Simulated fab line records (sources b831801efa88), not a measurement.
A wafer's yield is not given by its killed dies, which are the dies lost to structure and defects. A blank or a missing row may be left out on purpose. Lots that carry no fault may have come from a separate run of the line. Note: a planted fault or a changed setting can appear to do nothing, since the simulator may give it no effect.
Chamber matching	flow sky130	SKY_VIA3_ETCH_15 on rie_diel-04: 4 sister chambers
The step etches SiO2 in C4F8/O2/Ar, stops on TiN, target depth 507 nm, time 78 s. 14 wafers are shown with their chamber, then 7 later ones without.

WAFERS, EACH WITH ITS CHAMBER
wafer	chamber	oes_product_au (a.u.)	bias_w (W)	chamber_pressure_mTorr (mTorr)
L356.1	3	0.946	1199	39.98
L356.4	2	0.945	1196	40.02
L356.5	2	0.947	1197	40.02
L359.1	2	0.951	1200	40.04
L359.2	0	0.946	1200	39.98
L359.5	0	0.950	1197	40.03
L363.2	0	0.951	1198	40.07
L363.3	3	0.946	1202	40.02
L363.6	1	0.940	1196	40.01
L364.2	1	0.942	1199	40.01
L364.3	0	0.943	1204	39.94
L364.6	3	0.944	1201	39.98
L365.1	3	0.949	1200	40.00
L365.2	0	0.947	1196	40.02

SIGNATURES, as means of the wafers listed above
reading	chamber 0	chamber 1	chamber 2	chamber 3	scatter within a chamber
oes_product_au	0.94740	0.94100	0.94767	0.94625	0.00273
bias_w	1199.00	1197.50	1197.67	1200.50	2.41
chamber_pressure_mTorr	40.0080	40.0100	40.0267	39.9950	0.0335
Rule: for each reading, subtract the chamber's mean from the wafer's reading, divide by that reading's scatter and square the result; add these up over the readings and take the root, which gives the wafer's distance from the chamber. If the next closest chamber is less than 2 further off than the closest, the wafer can't be placed; otherwise it belongs to the closest. The scatter: the root of (the sum of the squares of (reading less its chamber's mean) over the shown wafers, divided by (wafers less chambers)).

WAFERS WHOSE CHAMBER IS MISSING
wafer	oes_product_au (a.u.)	bias_w (W)	chamber_pressure_mTorr (mTorr)
L365.5	0.938	1201	39.99
L367.3	0.942	1206	40.01
L367.4	0.950	1196	40.02
L367.6	0.941	1197	40.01
L378.2	0.944	1197	40.05
L378.5	0.948	1196	39.94
L378.6	0.948	1192	40.03

THE CHAMBER EACH PASSED THROUGH
wafer	from the rows above	in truth
L365.5	can't be placed: 1 or 3 or 0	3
L367.3	can't be placed: 3 or 0 or 1 or 2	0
L367.4	can't be placed: 2 or 0 or 3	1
L367.6	1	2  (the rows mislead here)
L378.2	can't be placed: 2 or 1 or 0 or 3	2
L378.5	can't be placed: 0 or 3 or 2 or 1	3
L378.6	can't be placed: 2 or 0 or 1 or 3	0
Placed correctly: 0 of 7. Can't be placed from these rows: 6 (the true chamber is among the candidates in 5). 1 placed wrongly.
